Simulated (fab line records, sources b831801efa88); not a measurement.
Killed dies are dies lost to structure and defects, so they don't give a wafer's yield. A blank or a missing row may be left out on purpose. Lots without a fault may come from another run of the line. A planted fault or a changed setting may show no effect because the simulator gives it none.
A struck lot beside a sound one | flow gf180mcu | 15 steps out of a route of 602
Sound: wafers L459.2, L459.3, L459.4. Struck: wafers L462.3, L462.5, L462.6. The cause comes at the end.
At each step with rows: each side's tool, then ch and its chambers, then its first start. Under that, the readings that differ: sound wafers | struck wafers | difference of the means | sigmas: that difference in standard deviations of wafers without a fault.
alike: readings whose means differ by less than 2 such deviations, and words and numbers that are the same on both sides. not compared: withheld readings, readings that some wafer has no value for, bounds like >300 that may hide the same value, and numbers for which the record gives no deviation and whose values overlap.
The two part at a step that has a row with sigmas, a row that says differs or no value, or rows on one side only. Numbers that don't overlap but have no deviation are shown without sigmas and don't part them. A reading that every wafer of one side lacks parts them only if that side has two wafers or more.

GF_V3_STRIP_18: strips in O2/N2.
  sound on plasma_asher-04 ch 0,1, day 22 12:32; struck on plasma_asher-01 ch 0,1, day 23 14:30
  alike: drypump_motor_current_A, heater_power_w, n2_flow_sccm, oes_product_au
  not compared: rf_hours_counter_h
then, 3 steps without rows for these wafers: GF_V3_STRIP_19 (strips in post etch residue remover, time 1200 s); GF_V3_CLEAN_20 (cleans in DIW); GF_V3_SPUTTER_21 (material Ti, target thk 15 nm, time 80.02 s).
GF_V3_SPUTTER_22: material TiN, target thk 10 nm, time 40 s.
  sound on pvd_sputter-04, day 22 13:08; struck on pvd_sputter-04, day 23 15:04
  alike: cathode_dc_power_W, chamber_pressure_pa, throttle_valve_pct
GF_V3_CVD_23: deposits W, target thk 350 nm, time 104.9 s.
  sound on cvd_w-02 ch 0,1, day 22 13:10; struck on cvd_w-02 ch 0,1, day 23 15:08
  alike: heater_power_outer_w, heater_power_w
  not compared: since_wet_clean_h
GF_V3_RS_MEAS_24: measures by four-point-probe.
  sound on film_metro-02, day 22 13:18; struck on film_metro-01, day 23 15:16
  alike: V3_W_RS
GF_V3_THK_MEAS_25: measures by xrf.
  sound on film_metro-02, day 22 13:25; struck on film_metro-01, day 23 15:22
  alike: V3_W_THK
then, 3 steps without rows for these wafers: GF_V3_CMP_26 (polishes, stops on SiO2, t overpolish 15 s, target thk 0 nm); GF_M4_SPUTTER_00 (material Ti, target thk 37.5 nm, time 150 s); GF_M4_SPUTTER_01 (material TiN, target thk 30 nm, time 25 s).
GF_M4_SPUTTER_02: material AlCu, target thk 450 nm, time 23.9 s.
  sound on pvd_sputter-03, day 22 13:53; struck on pvd_sputter-01, day 23 15:53
  alike: cathode_dc_power_W, chamber_pressure_pa, throttle_valve_pct
GF_M4_SPUTTER_03: material Ti, target thk 10 nm, time 6.7 s.
  sound on pvd_sputter-03, day 22 13:55; struck on pvd_sputter-01, day 23 15:55
  no value came back on the struck wafers for cathode_dc_power_W (W), chamber_pressure_pa (Pa), throttle_valve_pct (%); on the sound wafers cathode_dc_power_W (W) reads 2999.6 3000.8 2999.5
GF_M4_SPUTTER_04: material TiN, target thk 50 nm, time 41.7 s.
  sound on pvd_sputter-03, day 22 13:56; struck on pvd_sputter-01, day 23 15:56
  alike: cathode_dc_power_W, chamber_pressure_pa, throttle_valve_pct
GF_PASSIVATION_PROBE_99:
  the record has rows for the sound wafers here (prober-01, day 29 03:26) and none for the struck ones

WHERE THEY PART
First at GF_M4_SPUTTER_03; last, within this record, at GF_PASSIVATION_PROBE_99.

WHY: what the simulator had put in
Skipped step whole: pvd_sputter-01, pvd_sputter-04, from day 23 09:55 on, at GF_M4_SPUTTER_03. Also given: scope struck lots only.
